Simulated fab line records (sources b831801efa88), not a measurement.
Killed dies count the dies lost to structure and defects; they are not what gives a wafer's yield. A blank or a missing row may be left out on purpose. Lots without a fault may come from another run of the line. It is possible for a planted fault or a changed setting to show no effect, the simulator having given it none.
fab line records + flow sky130 + part 1 of 2: steps 1 to 42 of 43
[record]
- lots = 6
- wafers = 18
- last_day = 50
route steps=708 shown VIA2@523 METAL3@532 CAPM@537 PAD_OPEN@708
lots untouched by any fault: they come from a run of this same line in which no faults occurred
start_h: start of the lot's first displayed wafer, in hours after the record's first day + wait_h: hours elapsed since this lot's preceding step + " unchanged from the row above + L1.1+2: several wafers, shown together as one row + - no value present, or no start provided + * or withheld: withheld + < > ~ a bound
route shown NAME@n: a module of which the file shows steps, and the number in the route of the first + usual: the fault-free wafers' mean and standard deviation + same: alike in all rows + chamber/n: place in a boat + sites: per-site readings + _std_site: standard deviation of those values + _edge_site: outer sites' mean less inner sites' + radius_mm: for every site, how far away it sits from the centre of the wafer + mask NAME#n: copy n + behind: tool/chamber where the wafer was last shaped + hold: reason for holding the lot/hours on hold/outcome of the hold + device: the transistor (n, p or np) that didn't switch + end of line: tests run on the same wafers once the route is complete + step lacking rows: just its recipe + killed: at the first sort, the dies lost to defects and structure; wafer yield is something else + map: a wafer's dies, marking killed ones x, the rest . and places with no die _
set.NAME: the setting as run; set.NAME@STEP: as run at that earlier step + model.NAME: the simulator's own value behind a step, which no gauge read
a table for each step, a row for each wafer; lots at some steps of the route
services: a tool's chamber out of use, with start hour (start_h, from the record's first day; less than 0 if before it), hours out, and reason
[[steps]]
[step SKY_VIA2_STRIP_16]
[recipe]
- chemistry = O2/N2
- power_w = 1400
- pressure_mtorr = 1500
- platen_temp_c = withheld
- o2_flow_sccm = 3000
- n2_flow_sccm = 300
- overash_fraction = 0.5
[usual]
- drypump_motor_current_A = 5.7/0.57
- oes_product_au = 0.399/0.0048
- strip_time_to_endpoint_s = 4.038/0.025
| lot.wafer | tool            | chamber | start_h | wait_h | drypump_motor_current_A | oes_product_au | rf_hours_counter_h | strip_time_to_endpoint_s |
|-----------|-----------------|---------|---------|--------|-------------------------|----------------|--------------------|--------------------------|
| L614.3    | plasma_asher-02 | 1       | 892.13  | 0.1    | 5.4                     | 0.401          | -                  | 4.000                    |
| L614.4    | "               | 0       | "       | "      | 6.3                     | 0.397          | -                  | 4.038                    |
| L614.6    | "               | 0       | "       | "      | 6.3                     | 0.396          | -                  | 3.995                    |
| L616.2    | plasma_asher-02 | 1       | 918.36  | 0.0    | 5.4                     | 0.395          | 46                 | 4.009                    |
| L616.3    | "               | 1       | "       | "      | 5.4                     | 0.392          | -                  | 4.007                    |
| L616.5    | "               | 0       | "       | "      | 6.3                     | 0.396          | -                  | 3.991                    |
| L618.1    | plasma_asher-04 | 0       | 939.91  | 0.0    | 5.9                     | 0.389          | 114                | 4.060                    |
| L618.3    | "               | 0       | "       | "      | 5.9                     | 0.392          | -                  | 4.015                    |
| L618.4    | "               | 1       | "       | "      | 4.9                     | 0.399          | -                  | 4.032                    |
| L621.1    | plasma_asher-01 | 0       | 962.00  | 0.0    | 6.4                     | 0.396          | 22                 | 4.030                    |
| L621.3    | "               | 1       | "       | "      | 5.0                     | 0.398          | -                  | 4.004                    |
| L621.6    | "               | 0       | "       | "      | 6.4                     | 0.399          | -                  | 4.039                    |
| L627.2    | plasma_asher-02 | 0       | 990.16  | 0.0    | 6.3                     | 0.403          | 52                 | 4.037                    |
| L627.4    | "               | 1       | "       | "      | 5.4                     | 0.404          | -                  | 4.037                    |
| L627.6    | "               | 1       | "       | "      | 5.4                     | 0.403          | -                  | 4.035                    |
| L630.1    | plasma_asher-02 | 1       | 1008.14 | 0.0    | 5.4                     | 0.401          | 54                 | 4.017                    |
| L630.5    | "               | 1       | "       | "      | 5.4                     | 0.409          | -                  | 4.023                    |
| L630.6    | "               | 0       | "       | "      | 6.3                     | 0.392          | -                  | 4.036                    |
[step SKY_VIA2_STRIP_17]
[recipe]
- chemistry = post_etch_residue_remover
- time_s = 1200
- temp_c = 72.5
[step SKY_VIA2_CLEAN_18]
[recipe]
- chemistry = IPA
- time_s = 180
- temp_c = 25
[step SKY_VIA2_CLEAN_19]
[recipe]
- chemistry = O3/DIW
- dry = n2_spin
[step SKY_VIA2_SPUTTER_20]
[recipe]
- material = TiN
- target_thk_nm = 20
- chamber_pressure_pa = 5
- power_w = 4000
- time_s = 80
[step SKY_VIA2_CVD_21]
[recipe]
- material = W
- target_thk_nm = 420
- time_s = 126.4
- temp_c = 397.2
- pressure_torr = 40
[usual]
- heater_power_w = 872/59
| lot.wafer | tool     | chamber | start_h | wait_h | heater_power_w |
|-----------|----------|---------|---------|--------|----------------|
| L614.3    | cvd_w-02 | 1       | 892.79  | 0.1    | 799            |
| L614.4    | "        | 0       | "       | "      | 822            |
| L614.6    | "        | 0       | "       | "      | 843            |
| L616.2    | cvd_w-01 | 1       | 919.18  | 0.0    | 879            |
| L616.3    | "        | 0       | "       | "      | 999            |
| L616.5    | "        | 1       | "       | "      | 896            |
| L618.1    | cvd_w-01 | 1       | 940.56  | 0.0    | 882            |
| L618.3    | "        | 1       | "       | "      | 899            |
| L618.4    | "        | 0       | "       | "      | 940            |
| L621.1    | cvd_w-02 | 0       | 962.65  | 0.0    | 841            |
| L621.3    | "        | 0       | "       | "      | 832            |
| L621.6    | "        | 1       | "       | "      | 820            |
| L627.2    | cvd_w-02 | 1       | 990.90  | 0.0    | 799            |
| L627.4    | "        | 1       | "       | "      | 794            |
| L627.6    | "        | 1       | "       | "      | 826            |
| L630.1    | cvd_w-01 | 0       | 1008.79 | 0.0    | 940            |
| L630.5    | "        | 1       | "       | "      | 878            |
| L630.6    | "        | 0       | "       | "      | 991            |
[step SKY_VIA2_RS_MEAS_22]
[recipe]
- thk_meas_gauge = four-point-probe
- reads = W_of_VIA2_CVD_21+TiN_of_VIA2_SPUTTER_20
[usual]
- VIA2_W_RS = 0.287/0.0032
| lot.wafer | tool          | chamber | start_h | wait_h | VIA2_W_RS[ohm/sq] |
|-----------|---------------|---------|---------|--------|-------------------|
| L614.3    | film_metro-03 | -       | 892.92  | 0.1    | 0.291             |
| L614.4    | "             | -       | "       | "      | 0.288             |
| L614.6    | "             | -       | "       | "      | 0.288             |
| L616.2    | film_metro-01 | -       | 919.33  | 0.1    | 0.283             |
| L616.3    | "             | -       | "       | "      | 0.286             |
| L616.5    | "             | -       | "       | "      | 0.283             |
| L618.1    | film_metro-01 | -       | 940.69  | 0.1    | 0.285             |
| L618.3    | "             | -       | "       | "      | 0.289             |
| L618.4    | "             | -       | "       | "      | 0.288             |
| L621.1    | film_metro-03 | -       | 962.78  | 0.1    | 0.293             |
| L621.3    | "             | -       | "       | "      | 0.289             |
| L621.6    | "             | -       | "       | "      | 0.288             |
| L627.2    | film_metro-01 | -       | 991.05  | 0.1    | 0.285             |
| L627.4    | "             | -       | "       | "      | 0.286             |
| L627.6    | "             | -       | "       | "      | 0.287             |
| L630.1    | film_metro-01 | -       | 1008.92 | 0.1    | 0.287             |
| L630.5    | "             | -       | "       | "      | 0.281             |
| L630.6    | "             | -       | "       | "      | 0.285             |
[step SKY_VIA2_THK_MEAS_23]
[recipe]
- thk_meas_gauge = xrf
- reads = W_of_VIA2_CVD_21
[usual]
- VIA2_W_THK = 391/6.3
| lot.wafer | tool          | chamber | start_h | wait_h | VIA2_W_THK[nm] |
|-----------|---------------|---------|---------|--------|----------------|
| L614.3    | film_metro-03 | -       | 893.02  | 0.1    | 387            |
| L614.4    | "             | -       | "       | "      | 390            |
| L614.6    | "             | -       | "       | "      | 387            |
| L616.2    | film_metro-01 | -       | 919.44  | 0.1    | 399            |
| L616.3    | "             | -       | "       | "      | 397            |
| L616.5    | "             | -       | "       | "      | 403            |
| L618.1    | film_metro-01 | -       | 940.81  | 0.1    | 393            |
| L618.3    | "             | -       | "       | "      | 388            |
| L618.4    | "             | -       | "       | "      | 387            |
| L621.1    | film_metro-03 | -       | 962.90  | 0.1    | 378            |
| L621.3    | "             | -       | "       | "      | 384            |
| L621.6    | "             | -       | "       | "      | 385            |
| L627.2    | film_metro-01 | -       | 991.16  | 0.1    | 394            |
| L627.4    | "             | -       | "       | "      | 393            |
| L627.6    | "             | -       | "       | "      | 391            |
| L630.1    | film_metro-01 | -       | 1009.04 | 0.1    | 391            |
| L630.5    | "             | -       | "       | "      | 398            |
| L630.6    | "             | -       | "       | "      | 392            |
[step SKY_VIA2_CMP_24]
[recipe]
- stop_on = SiO2
- t_overpolish_s = 20
- down_force_psi = 3.5
- platen_rpm = 60
- target_thk_nm = 0
- pad_velocity_m_s = 0.94248
[usual]
- motor_current_A = 11.2/0.9
- overpolish_run_s = 20.000/0.0088
- retaining_ring_pressure_frac = 1.001/0.0051
- time_to_endpoint_s = 97/3.3
| lot.wafer | tool   | chamber | start_h | wait_h | motor_current_A | overpolish_run_s | retaining_ring_pressure_frac | time_to_endpoint_s |
|-----------|--------|---------|---------|--------|-----------------|------------------|------------------------------|--------------------|
| L614.3    | cmp-02 | 1       | 893.09  | 0.1    | 11.2            | 19.997           | 0.999                        | 93                 |
| L614.4    | "      | 2       | "       | "      | 12.1            | 20.006           | 0.999                        | 92                 |
| L614.6    | "      | 2       | "       | "      | 12.4            | 19.994           | 1.005                        | 94                 |
| L616.3    | cmp-02 | 2       | 919.86  | 0.4    | 13.1            | 19.991           | 1.000                        | 94                 |
| L616.2    | "      | 0       | "       | "      | 11.0            | 20.002           | 0.991                        | 95                 |
| L616.5    | "      | 1       | "       | "      | 10.9            | 19.992           | 1.001                        | 101                |
| L618.1    | cmp-02 | 2       | 940.92  | 0.1    | 12.7            | 19.990           | 1.004                        | 98                 |
| L618.3    | "      | 3       | "       | "      | 11.1            | 19.990           | 0.999                        | 103                |
| L618.4    | "      | 0       | "       | "      | 11.3            | 20.009           | 1.002                        | 97                 |
| L621.3    | cmp-01 | 1       | 962.96  | 0.0    | 9.9             | 20.001           | 1.003                        | 95                 |
| L621.1    | "      | 0       | "       | "      | 10.5            | 19.989           | 0.992                        | 96                 |
| L621.6    | "      | 2       | "       | "      | 12.4            | 20.020           | 1.003                        | 101                |
| L627.2    | cmp-01 | 0       | 991.21  | 0.0    | 9.8             | 19.993           | 1.000                        | 100                |
| L627.4    | "      | 3       | "       | "      | 10.1            | 20.001           | 0.998                        | 100                |
| L627.6    | "      | 0       | "       | "      | 9.8             | 20.002           | 1.003                        | 99                 |
| L630.1    | cmp-01 | 3       | 1009.10 | 0.1    | 10.7            | 19.988           | 1.004                        | 101                |
| L630.5    | "      | 3       | "       | "      | 10.1            | 19.986           | 1.004                        | 100                |
| L630.6    | "      | 0       | "       | "      | 9.7             | 19.999           | 0.996                        | 100                |
[step SKY_METAL3_SPUTTER_00]
[recipe]
- material = Ti
- target_thk_nm = 15
- power_w = 3000
- time_s = 10
- chamber_pressure_pa = 0.4
[step SKY_METAL3_SPUTTER_01]
[recipe]
- material = TiN
- target_thk_nm = 20
- power_w = 6500
- time_s = 16.7
- chamber_pressure_pa = 0.4
[step SKY_METAL3_SPUTTER_02]
[recipe]
- material = AlCu
- target_thk_nm = 735
- power_w = 10600
- time_s = 39.1
- chamber_pressure_pa = 0.4
[usual]
- cathode_dc_power_W = 10600/1.9
- throttle_valve_pct = 29.8/0.88
| lot.wafer | tool           | chamber | start_h | wait_h | cathode_dc_power_W | throttle_valve_pct |
|-----------|----------------|---------|---------|--------|--------------------|--------------------|
| L614.3    | pvd_sputter-02 | -       | 893.44  | 0.0    | 10600              | 29.1               |
| L614.4    | "              | -       | "       | "      | 10601              | 29.4               |
| L614.6    | "              | -       | "       | "      | 10599              | 29.5               |
| L616.2    | pvd_sputter-01 | -       | 920.16  | 0.0    | 10598              | 29.1               |
| L616.3    | "              | -       | "       | "      | 10599              | 30.2               |
| L616.5    | "              | -       | "       | "      | 10603              | 29.6               |
| L618.1    | pvd_sputter-02 | -       | 941.22  | 0.0    | 10599              | 29.6               |
| L618.3    | "              | -       | "       | "      | 10600              | 28.9               |
| L618.4    | "              | -       | "       | "      | 10598              | 29.4               |
| L621.1    | pvd_sputter-01 | -       | 963.31  | 0.0    | 10602              | 30.3               |
| L621.3    | "              | -       | "       | "      | 10602              | 29.1               |
| L621.6    | "              | -       | "       | "      | 10599              | 29.1               |
| L627.2    | pvd_sputter-01 | -       | 991.56  | 0.0    | 10603              | 30.1               |
| L627.4    | "              | -       | "       | "      | 10597              | 29.0               |
| L627.6    | "              | -       | "       | "      | 10600              | 29.8               |
| L630.1    | pvd_sputter-01 | -       | 1009.45 | 0.0    | 10598              | 30.2               |
| L630.5    | "              | -       | "       | "      | 10599              | 30.2               |
| L630.6    | "              | -       | "       | "      | 10599              | 28.9               |
[step SKY_METAL3_SPUTTER_03]
[recipe]
- material = Ti
- target_thk_nm = 5
- power_w = 3000
- time_s = 3.3
- chamber_pressure_pa = 0.4
[usual]
- cathode_dc_power_W = 3000.0/0.58
- throttle_valve_pct = 29.8/0.91
| lot.wafer | tool           | chamber | start_h | wait_h | cathode_dc_power_W | throttle_valve_pct |
|-----------|----------------|---------|---------|--------|--------------------|--------------------|
| L614.3    | pvd_sputter-02 | -       | 893.48  | 0.0    | 2999.9             | 28.6               |
| L614.4    | "              | -       | "       | "      | 2999.3             | 29.0               |
| L614.6    | "              | -       | "       | "      | 3000.0             | 29.3               |
| L616.2    | pvd_sputter-01 | -       | 920.21  | 0.0    | 3000.4             | 29.1               |
| L616.3    | "              | -       | "       | "      | 3000.2             | 29.9               |
| L616.5    | "              | -       | "       | "      | 2999.9             | 30.1               |
| L618.1    | pvd_sputter-02 | -       | 941.26  | 0.0    | 2999.3             | 29.7               |
| L618.3    | "              | -       | "       | "      | 2999.2             | 28.6               |
| L618.4    | "              | -       | "       | "      | 2999.9             | 29.4               |
| L621.1    | pvd_sputter-01 | -       | 963.35  | 0.0    | 2999.7             | 30.2               |
| L621.3    | "              | -       | "       | "      | 3000.2             | 29.1               |
| L621.6    | "              | -       | "       | "      | 3000.3             | 28.9               |
| L627.2    | pvd_sputter-01 | -       | 991.60  | 0.0    | 2999.8             | 30.1               |
| L627.4    | "              | -       | "       | "      | 2999.2             | 29.1               |
| L627.6    | "              | -       | "       | "      | 3000.2             | 30.4               |
| L630.1    | pvd_sputter-01 | -       | 1009.49 | 0.0    | 2999.6             | 30.2               |
| L630.5    | "              | -       | "       | "      | 2999.9             | 30.0               |
| L630.6    | "              | -       | "       | "      | 2999.4             | 29.3               |
[step SKY_METAL3_SPUTTER_04]
[recipe]
- material = TiN
- target_thk_nm = 70
- power_w = 6500
- time_s = 58.3
- chamber_pressure_pa = 0.4
[step SKY_CAPM_CVD_00]
[recipe]
- material = SiO2
- target_thk_nm = 15.5
- temp_c = 400
- time_s = withheld
- rf_w = 450
[step SKY_CAPM_THK_MEAS_01]
[recipe]
- reads = SiO2_of_CAPM_CVD_00
[usual]
- CAPM_CVD_00_THK = 15.45/0.22
| lot.wafer | tool          | chamber | start_h | wait_h | CAPM_CVD_00_THK[nm] |
|-----------|---------------|---------|---------|--------|---------------------|
| L614.3    | film_metro-02 | -       | 893.59  | -      | 15.54               |
| L614.4    | "             | -       | "       | "      | 15.67               |
| L614.6    | "             | -       | "       | "      | 15.70               |
| L616.2    | film_metro-04 | -       | 920.31  | -      | 14.93               |
| L616.3    | "             | -       | "       | "      | 15.05               |
| L616.5    | "             | -       | "       | "      | 15.65               |
| L618.1    | film_metro-02 | -       | 941.36  | -      | 15.42               |
| L618.3    | "             | -       | "       | "      | 15.79               |
| L618.4    | "             | -       | "       | "      | 15.81               |
| L621.1    | film_metro-04 | -       | 963.44  | -      | 14.99               |
| L621.3    | "             | -       | "       | "      | 15.47               |
| L621.6    | "             | -       | "       | "      | 15.61               |
| L627.2    | film_metro-02 | -       | 991.70  | -      | 15.18               |
| L627.4    | "             | -       | "       | "      | 15.49               |
| L627.6    | "             | -       | "       | "      | 15.47               |
| L630.1    | film_metro-03 | -       | 1009.59 | -      | 15.30               |
| L630.5    | "             | -       | "       | "      | 15.59               |
| L630.6    | "             | -       | "       | "      | 15.18               |
[step SKY_CAPM_SPUTTER_02]
[recipe]
- material = TiN
- target_thk_nm = 200
- temp_c = 300
- power_w = 6500
- time_s = 166.7
- chamber_pressure_pa = 0.4
[step SKY_CAPM_RS_MEAS_03]
[recipe]
- thk_meas_gauge = four-point-probe
- reads = TiN_of_CAPM_SPUTTER_02
[usual]
- CAPM_TIN_RS = 6.95/0.082
| lot.wafer | tool          | chamber | start_h | wait_h | CAPM_TIN_RS[ohm/sq] |
|-----------|---------------|---------|---------|--------|---------------------|
| L614.3    | film_metro-03 | -       | 893.78  | 0.1    | 6.87                |
| L614.4    | "             | -       | "       | "      | 6.83                |
| L614.6    | "             | -       | "       | "      | 6.86                |
| L616.2    | film_metro-02 | -       | 920.49  | 0.1    | 6.87                |
| L616.3    | "             | -       | "       | "      | 6.93                |
| L616.5    | "             | -       | "       | "      | 6.91                |
| L618.1    | film_metro-04 | -       | 941.52  | 0.1    | 6.97                |
| L618.3    | "             | -       | "       | "      | 6.97                |
| L618.4    | "             | -       | "       | "      | 6.94                |
| L621.1    | film_metro-03 | -       | 963.61  | 0.1    | 6.98                |
| L621.3    | "             | -       | "       | "      | 6.87                |
| L621.6    | "             | -       | "       | "      | 7.01                |
| L627.2    | film_metro-03 | -       | 991.88  | 0.1    | 7.00                |
| L627.4    | "             | -       | "       | "      | 7.00                |
| L627.6    | "             | -       | "       | "      | 6.99                |
| L630.1    | film_metro-02 | -       | 1009.76 | 0.1    | 6.85                |
| L630.5    | "             | -       | "       | "      | 6.90                |
| L630.6    | "             | -       | "       | "      | 6.84                |
[step SKY_CAPM_THK_MEAS_04]
[recipe]
- thk_meas_gauge = xrf
- reads = TiN_of_CAPM_SPUTTER_02
[usual]
- CAPM_TIN_THK = 195.4/2.3
| lot.wafer | tool          | chamber | start_h | wait_h | CAPM_TIN_THK[nm] |
|-----------|---------------|---------|---------|--------|------------------|
| L614.3    | film_metro-03 | -       | 893.88  | 0.1    | 198.7            |
| L614.4    | "             | -       | "       | "      | 199.3            |
| L614.6    | "             | -       | "       | "      | 197.1            |
| L616.2    | film_metro-02 | -       | 920.60  | 0.1    | 197.0            |
| L616.3    | "             | -       | "       | "      | 196.2            |
| L616.5    | "             | -       | "       | "      | 196.4            |
| L618.1    | film_metro-04 | -       | 941.64  | 0.1    | 195.1            |
| L618.3    | "             | -       | "       | "      | 194.5            |
| L618.4    | "             | -       | "       | "      | 195.6            |
| L621.1    | film_metro-03 | -       | 963.73  | 0.1    | 193.0            |
| L621.3    | "             | -       | "       | "      | 198.2            |
| L621.6    | "             | -       | "       | "      | 192.9            |
| L627.2    | film_metro-03 | -       | 991.99  | 0.1    | 194.5            |
| L627.4    | "             | -       | "       | "      | 195.0            |
| L627.6    | "             | -       | "       | "      | 193.6            |
| L630.1    | film_metro-02 | -       | 1009.88 | 0.1    | 197.0            |
| L630.5    | "             | -       | "       | "      | 196.5            |
| L630.6    | "             | -       | "       | "      | 198.4            |
[step SKY_CAPM_DEHYDRATE_05]
[recipe]
- temp_c = 200
- time_s = 60
[step SKY_CAPM_HMDS_06]
[recipe]
- prime_time_s = 60
- prime_temp_c = 120
[step SKY_CAPM_COAT_07]
[recipe]
- resist = NOVOLAK
- spin_rpm = 3000
- resist_thk_nm = 1140
[step SKY_CAPM_SOFTBAKE_08]
[recipe]
- temp_c = 90.72
- time_s = 60
- resist = NOVOLAK
[step SKY_CAPM_EXPOSE_09]
[recipe]
- mask_id = CAPM
- na = 0.6
- source_shape = conventional
- sigma_outer = 0.6
- polarization = unpolarized
- target_cd_nm = 1000
- dose_mj = 159
[step SKY_CAPM_PEB_10]
[recipe]
- temp_c = withheld
- time_s = *
- resist = NOVOLAK
[step SKY_CAPM_DEVELOP_11]
[recipe]
- resist = NOVOLAK
- developer = TMAH
- develop_time_s = 60
- dev_temp_c = 23
[step SKY_CAPM_OVL_MEAS_12]
[usual]
- CAPM_OVL = -0.4/1.2
| lot.wafer | tool       | chamber | start_h | wait_h | CAPM_OVL[nm] |
|-----------|------------|---------|---------|--------|--------------|
| L614.3    | overlay-02 | -       | 918.64  | 0.1    | -1.3         |
| L614.4    | "          | -       | "       | "      | 0.4          |
| L614.6    | "          | -       | "       | "      | 1.4          |
| L616.2    | overlay-01 | -       | 944.27  | 0.1    | 1.1          |
| L616.3    | "          | -       | "       | "      | 1.5          |
| L616.5    | "          | -       | "       | "      | 0.4          |
| L618.1    | overlay-02 | -       | 965.29  | 0.1    | -0.4         |
| L618.3    | "          | -       | "       | "      | 1.7          |
| L618.4    | "          | -       | "       | "      | 0.7          |
| L621.1    | overlay-02 | -       | 987.49  | 0.1    | -1.9         |
| L621.3    | "          | -       | "       | "      | -1.0         |
| L621.6    | "          | -       | "       | "      | -0.6         |
| L627.2    | overlay-02 | -       | 1014.18 | 0.1    | -0.2         |
| L627.4    | "          | -       | "       | "      | -0.2         |
| L627.6    | "          | -       | "       | "      | -0.3         |
| L630.1    | overlay-01 | -       | 1031.61 | 0.1    | -2.2         |
| L630.5    | "          | -       | "       | "      | -1.5         |
| L630.6    | "          | -       | "       | "      | -1.0         |
[step SKY_CAPM_METAL_ETCH_13]
[recipe]
- target_depth_nm = 220
- stop_on = SiO2
- chemistry = Cl2/BCl3
- target = TiN
- pressure_mtorr = 10
- icp_w = 900
- bias_w = 48.5
- Cl2_flow_sccm = 60
- bcl3_flow_sccm = 30
- time_s = 62.9
[step SKY_CAPM_STRIP_14]
[recipe]
- chemistry = O2/N2
- power_w = 1400
- pressure_mtorr = 1500
- platen_temp_c = withheld
- o2_flow_sccm = 3000
- n2_flow_sccm = 300
- overash_fraction = 0.5
[usual]
- drypump_motor_current_A = 5.6/0.46
- oes_product_au = 0.710/0.0049
- strip_time_to_endpoint_s = 12.62/0.045
| lot.wafer | tool            | chamber | start_h | wait_h | drypump_motor_current_A | oes_product_au | rf_hours_counter_h | strip_time_to_endpoint_s |
|-----------|-----------------|---------|---------|--------|-------------------------|----------------|--------------------|--------------------------|
| L614.3    | plasma_asher-03 | 1       | 918.77  | 0.1    | 5.6                     | 0.707          | -                  | 12.69                    |
| L614.4    | "               | 0       | "       | "      | 5.9                     | 0.711          | -                  | 12.54                    |
| L614.6    | "               | 1       | "       | "      | 5.7                     | 0.702          | -                  | 12.58                    |
| L616.2    | plasma_asher-04 | 1       | 944.45  | 0.1    | 4.9                     | 0.712          | 115                | 12.65                    |
| L616.3    | "               | 0       | "       | "      | 5.9                     | 0.708          | -                  | 12.63                    |
| L616.5    | "               | 1       | "       | "      | 4.9                     | 0.704          | -                  | 12.66                    |
| L618.1    | plasma_asher-04 | 0       | 965.41  | 0.1    | 5.9                     | 0.707          | 117                | 12.55                    |
| L618.3    | "               | 1       | "       | "      | 4.9                     | 0.711          | -                  | 12.65                    |
| L618.4    | "               | 0       | "       | "      | 5.9                     | 0.703          | -                  | 12.58                    |
| L621.1    | plasma_asher-03 | 0       | 987.61  | 0.1    | 5.9                     | 0.714          | 86                 | 12.57                    |
| L621.3    | "               | 0       | "       | "      | 5.9                     | 0.713          | -                  | 12.64                    |
| L621.6    | "               | 0       | "       | "      | 5.9                     | 0.714          | -                  | 12.58                    |
| L627.2    | plasma_asher-03 | 1       | 1014.29 | 0.1    | 5.6                     | 0.715          | 89                 | 12.55                    |
| L627.4    | "               | 1       | "       | "      | 5.7                     | 0.716          | -                  | 12.59                    |
| L627.6    | "               | 0       | "       | "      | 5.9                     | 0.712          | -                  | 12.53                    |
| L630.1    | plasma_asher-01 | 1       | 1031.72 | 0.1    | 5.0                     | 0.719          | 29                 | 12.63                    |
| L630.5    | "               | 1       | "       | "      | 5.0                     | 0.717          | -                  | 12.61                    |
| L630.6    | "               | 0       | "       | "      | 6.4                     | 0.720          | -                  | 12.61                    |
[step SKY_CAPM_STRIP_15]
[recipe]
- chemistry = post_etch_residue_remover
- time_s = 1200
- temp_c = 72.5
[step SKY_CAPM_CLEAN_16]
[recipe]
- chemistry = IPA
- time_s = 180
- temp_c = 25
[step SKY_CAPM_CLEAN_17]
[recipe]
- chemistry = O3/DIW
- dry = n2_spin
[step SKY_METAL3_DEHYDRATE_05]
[recipe]
- temp_c = 200
- time_s = 60
[step SKY_METAL3_HMDS_06]
[recipe]
- prime_time_s = 60
- prime_temp_c = 120
[step SKY_METAL3_COAT_07]
[recipe]
- resist = BARC
- temp_c = withheld
- time_s = withheld
- spin_rpm = 3000
- resist_thk_nm = 60
[step SKY_METAL3_COAT_08]
[recipe]
- resist = KrF-thick
- spin_rpm = 3000
- resist_thk_nm = 1140
[step SKY_METAL3_SOFTBAKE_09]
[recipe]
- temp_c = 100
- time_s = 90
- resist = KrF-thick
[step SKY_METAL3_EXPOSE_10]
[recipe]
- mask_id = MM3
- na = 0.68
- source_shape = annular
- sigma_inner = 0.4
- sigma_outer = 0.8
- target_cd_nm = 300
- dose_mj = 28
[step SKY_METAL3_PEB_11]
[recipe]
- peb_temp_c = withheld
- peb_time_s = withheld
- resist = KrF-thick
[step SKY_METAL3_DEVELOP_12]
[recipe]
- develop_time_s = 60
- resist = KrF-thick
- dev_temp_c = 21
[step SKY_METAL3_CD_MEAS_13]
[recipe]
- target_cd_nm = 300
[usual]
- cd_nm = 299.7/1.6
| lot.wafer | tool      | chamber | start_h | wait_h | cd_nm |
|-----------|-----------|---------|---------|--------|-------|
| L614.3    | cd_sem-02 | -       | 943.07  | -      | 298.0 |
| L614.4    | "         | -       | "       | "      | 298.0 |
| L614.6    | "         | -       | "       | "      | 298.1 |
| L616.2    | cd_sem-01 | -       | 968.73  | -      | 301.0 |
| L616.3    | "         | -       | "       | "      | 300.7 |
| L616.5    | "         | -       | "       | "      | 300.9 |
| L618.1    | cd_sem-01 | -       | 990.33  | -      | 302.9 |
| L618.3    | "         | -       | "       | "      | 302.4 |
| L618.4    | "         | -       | "       | "      | 302.3 |
| L621.1    | cd_sem-01 | -       | 1010.21 | -      | 300.8 |
| L621.3    | "         | -       | "       | "      | 301.6 |
| L621.6    | "         | -       | "       | "      | 301.0 |
| L627.2    | cd_sem-02 | -       | 1037.01 | -      | 299.9 |
| L627.4    | "         | -       | "       | "      | 301.6 |
| L627.6    | "         | -       | "       | "      | 299.7 |
| L630.1    | cd_sem-01 | -       | 1054.21 | -      | 300.8 |
| L630.5    | "         | -       | "       | "      | 300.3 |
| L630.6    | "         | -       | "       | "      | 299.2 |
[step SKY_METAL3_OVL_MEAS_14]
[usual]
- METAL3_OVL = 1/6.5
| lot.wafer | tool       | chamber | start_h | wait_h | METAL3_OVL[nm] |
|-----------|------------|---------|---------|--------|----------------|
| L614.3    | overlay-01 | -       | 943.16  | 0.1    | 5              |
| L614.4    | "          | -       | "       | "      | 2              |
| L614.6    | "          | -       | "       | "      | 5              |
| L616.2    | overlay-01 | -       | 968.84  | 0.1    | 1              |
| L616.3    | "          | -       | "       | "      | 15             |
| L616.5    | "          | -       | "       | "      | 14             |
| L618.1    | overlay-02 | -       | 990.45  | 0.1    | -1             |
| L618.3    | "          | -       | "       | "      | -1             |
| L618.4    | "          | -       | "       | "      | -4             |
| L621.1    | overlay-02 | -       | 1010.33 | 0.1    | 8              |
| L621.3    | "          | -       | "       | "      | 6              |
| L621.6    | "          | -       | "       | "      | 17             |
| L627.2    | overlay-02 | -       | 1037.11 | 0.1    | -2             |
| L627.4    | "          | -       | "       | "      | -1             |
| L627.6    | "          | -       | "       | "      | 3              |
| L630.1    | overlay-01 | -       | 1054.33 | 0.1    | -4             |
| L630.5    | "          | -       | "       | "      | 2              |
| L630.6    | "          | -       | "       | "      | -3             |
